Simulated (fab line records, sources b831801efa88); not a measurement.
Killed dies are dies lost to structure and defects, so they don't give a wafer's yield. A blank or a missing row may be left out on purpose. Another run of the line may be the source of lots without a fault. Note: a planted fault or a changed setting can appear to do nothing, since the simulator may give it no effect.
A lot that was struck, set against a sound lot ; flow sfq_line ; 42 steps out of a route of 325
Sound: wafers L263.2, L263.3, L263.5. Struck: wafers L273.2, L273.5. (L273.6 of the same lot was not struck and is left out.) The cause comes at the end.
At each step with rows: each side's tool, then ch and its chambers, then its first start. Under that, the readings that differ: sound wafers ; struck wafers ; difference of the means ; sigmas: that difference in standard deviations of wafers without a fault.
alike: a reading whose means differ by less than 2 such deviations, as well as words and numbers matching on both sides. not compared: withheld readings; readings where some wafer has no value; bounds like >300 that might hide an equal value; numbers whose values overlap and for which the record gives no deviation.
Wherever a step has rows on one side only, a row that says differs or no value, or a row with sigmas, the two part there. Non-overlapping numbers with no deviation appear without sigmas and do not part them. A reading that every wafer of one side lacks parts them only if that side has two wafers or more.

first, 6 steps without rows for these wafers: SFQ_TRILAYER_I2_VIA_LITHO_COAT_072 (resist thk 62 nm); SFQ_TRILAYER_I2_VIA_LITHO_COAT_067 (resist thk 650 nm); SFQ_TRILAYER_I2_VIA_LITHO_SOFTBAKE_071; SFQ_TRILAYER_I2_VIA_LITHO_EXPOSE_068 (exposes mask I2, target cd 500 nm); SFQ_TRILAYER_I2_VIA_LITHO_PEB_070 (peb time 60 s); SFQ_TRILAYER_I2_VIA_LITHO_DEVELOP_069 (time 60 s).
SFQ_I2_OVL_MEAS_918:
  sound on overlay-01 at day 32 12:16; struck on overlay-02 at day 35 17:17
  alike: I2_OVL
then, 5 steps without rows for these wafers: SFQ_TRILAYER_I2_VIA_BARC_OPEN_VIA_ETCH_096 (etches BARC in O2, target depth 125 nm, time 41.7 s); SFQ_TRILAYER_I2_VIA_ETCH_VIA_ETCH_070 (etches SiO2 in CHF3, stops on Nb, target depth 260 nm); SFQ_TRILAYER_I2_VIA_STRIP_STRIP_071 (strips in O2); SFQ_TRILAYER_I2_VIA_STRIP_SOLV_CLEAN_072 (cleans in NMP, time 600 s); SFQ_TRILAYER_M3_DEP_PRE_CLEAN_074 (time 22.5 s).
SFQ_TRILAYER_M3_DEP_SPUTTER_073: material Nb, target thk 200 nm, time 133.3 s.
  sound on pvd_sputter-05 at day 32 13:15; struck on pvd_sputter-05 at day 35 18:17
reading;sound;struck;difference;sigmas
model.Nb_of_TRILAYER_M3_DEP_SPUTTER_073.thk_nm (nm);196.5 197.7 195.7;203.8 202.1;+6.3;
  alike: chamber_pressure_pa, throttle_valve_pct
SFQ_M3_RS_MEAS_919: measurement is done with a four-point probe.
  sound on film_metro-02 at day 32 13:22; struck on film_metro-01 at day 35 18:23
reading;sound;struck;difference;sigmas
M3_NB_RS (ohm/sq);0.907 0.900 0.911;0.871 0.880;-0.031;-3
then, 6 steps without rows for these wafers: SFQ_TRILAYER_M3_LITHO_COAT_080 (resist thk 62 nm); SFQ_TRILAYER_M3_LITHO_COAT_075 (resist thk 600 nm); SFQ_TRILAYER_M3_LITHO_SOFTBAKE_079; SFQ_TRILAYER_M3_LITHO_EXPOSE_076 (exposes mask M3, target cd 500 nm); SFQ_TRILAYER_M3_LITHO_PEB_078 (peb time 60 s); SFQ_TRILAYER_M3_LITHO_DEVELOP_077 (time 60 s).
-- the record jumps here: 6 days lie between the struck wafers' starts before and after --
SFQ_M3_OVL_MEAS_921:
  sound on overlay-02 at day 38 00:17; struck on overlay-02 at day 41 14:51
  alike: M3_OVL
then, 1 step without rows for these wafers: SFQ_TRILAYER_M3_BARC_OPEN_METAL_ETCH_100 (etches BARC in O2, target depth 125 nm, time 41.7 s).
SFQ_TRILAYER_M3_ETCH_METAL_ETCH_078: etches Nb in Cl2/Ar, stops on SiO2, target depth 240 nm, time 120 s.
  sound on rie_metal-02 ch 0,1, day 38 00:23; struck on rie_metal-04 ch 0, day 41 14:56
reading;sound;struck;difference;sigmas
model.etch.depth_nm (nm);196.5 197.7 195.7;203.8 202.1;+6.3;
model.M3.feature_depth_nm (nm);196.5 197.7 195.7;203.8 202.1;+6.3;
  alike: chamber_pressure_mTorr, drypump_motor_current_A, oes_product_au
  not compared: rf_hours_counter_h
then, 2 steps without rows for these wafers: SFQ_TRILAYER_M3_STRIP_STRIP_079 (strips in O2); SFQ_TRILAYER_M3_STRIP_SOLV_CLEAN_080 (cleans in NMP, time 600 s).
SFQ_TRILAYER_I3_DEP_PECVD_081: deposits SiO2 from SiH4/N2O, time 111.11 s, target thk 500 nm.
  sound on pecvd-03 ch 1,2, day 38 01:17; struck on pecvd-01 ch 0, day 41 15:50
  alike: heater_power_w, throttle_valve_pct
SFQ_TRILAYER_I3_CMP_CMP_082: polishes SiO2.
  sound on cmp-02 ch 0,1,2, day 38 02:22; struck on cmp-02 ch 0,3, day 41 17:25
  alike: motor_current_A, platen_rpm, time_to_endpoint_s
SFQ_I3_BOW_MEAS_922:
  sound on film_metro-03 at day 38 04:23; struck on film_metro-02 at day 41 18:56
reading;sound;struck;difference;sigmas
I3_BOW (um);3 -3 -13;16 4;+14;+2
SFQ_TRILAYER_I3_METRO_MEASURE_083:
  sound on film_metro-03 at day 38 04:41; struck on film_metro-02 at day 41 19:14
  alike: thk_nm
then, 6 steps without rows for these wafers: SFQ_TRILAYER_I3_VIA_LITHO_COAT_090 (resist thk 62 nm); SFQ_TRILAYER_I3_VIA_LITHO_COAT_085 (resist thk 650 nm); SFQ_TRILAYER_I3_VIA_LITHO_SOFTBAKE_089; SFQ_TRILAYER_I3_VIA_LITHO_EXPOSE_086 (exposes mask I3, target cd 500 nm); SFQ_TRILAYER_I3_VIA_LITHO_PEB_088 (peb time 60 s); SFQ_TRILAYER_I3_VIA_LITHO_DEVELOP_087 (time 60 s).
-- the record jumps here: 7 days lie between the struck wafers' starts before and after --
SFQ_I3_OVL_MEAS_923:
  sound on overlay-01 at day 44 19:29; struck on overlay-02 at day 48 09:29
  alike: I3_OVL
then, 1 step without rows for these wafers: SFQ_TRILAYER_I3_VIA_BARC_OPEN_VIA_ETCH_121 (etches BARC in O2, target depth 125 nm, time 41.7 s).
SFQ_TRILAYER_I3_VIA_ETCH_VIA_ETCH_088: etches SiO2 in CHF3, stops on Nb, target depth 260 nm.
  sound on rie_diel-04 ch 0,1,2, day 44 19:33; struck on rie_diel-01 ch 1,2, day 48 09:33
  alike: chamber_pressure_mTorr, drypump_motor_current_A, oes_product_au
SFQ_TRILAYER_I3_VIA_STRIP_STRIP_089: strips in O2.
  sound on rie_metal-02 ch 0, day 44 19:52; struck on rie_metal-01 ch 1, day 48 09:40
reading;sound;struck;difference;sigmas
chamber_pressure_mTorr (mTorr);49.94 50.03 49.96;50.05 50.08;+0.09;+2
  alike: drypump_motor_current_A, oes_product_au
  not compared: rf_hours_counter_h
then, 2 steps without rows for these wafers: SFQ_TRILAYER_I3_VIA_STRIP_SOLV_CLEAN_090 (cleans in NMP, time 600 s); SFQ_TRILAYER_M4_DEP_PRE_CLEAN_092 (time 22.5 s).
-- the record jumps here: 42 days lie between the struck wafers' starts before and after --
SFQ_M8_BOW_MEAS_951:
  sound on film_metro-01 at day 85 02:41; struck on film_metro-02 at day 90 02:53
reading;sound;struck;difference;sigmas
M8_BOW (um);2 -3 -13;27 15;+26;+3
model.etest.m3.ohm_um;1.817 1.804 1.826;1.753 1.772;-0.053;
model.etest.m3.ohm_sq;0.9056 0.9003 0.9093;0.8731 0.8806;-0.0282;

== WHERE THEY PART ==
At SFQ_M3_RS_MEAS_919 first; at SFQ_M8_BOW_MEAS_951 last (within this record only).

WHY: what the simulator had put in
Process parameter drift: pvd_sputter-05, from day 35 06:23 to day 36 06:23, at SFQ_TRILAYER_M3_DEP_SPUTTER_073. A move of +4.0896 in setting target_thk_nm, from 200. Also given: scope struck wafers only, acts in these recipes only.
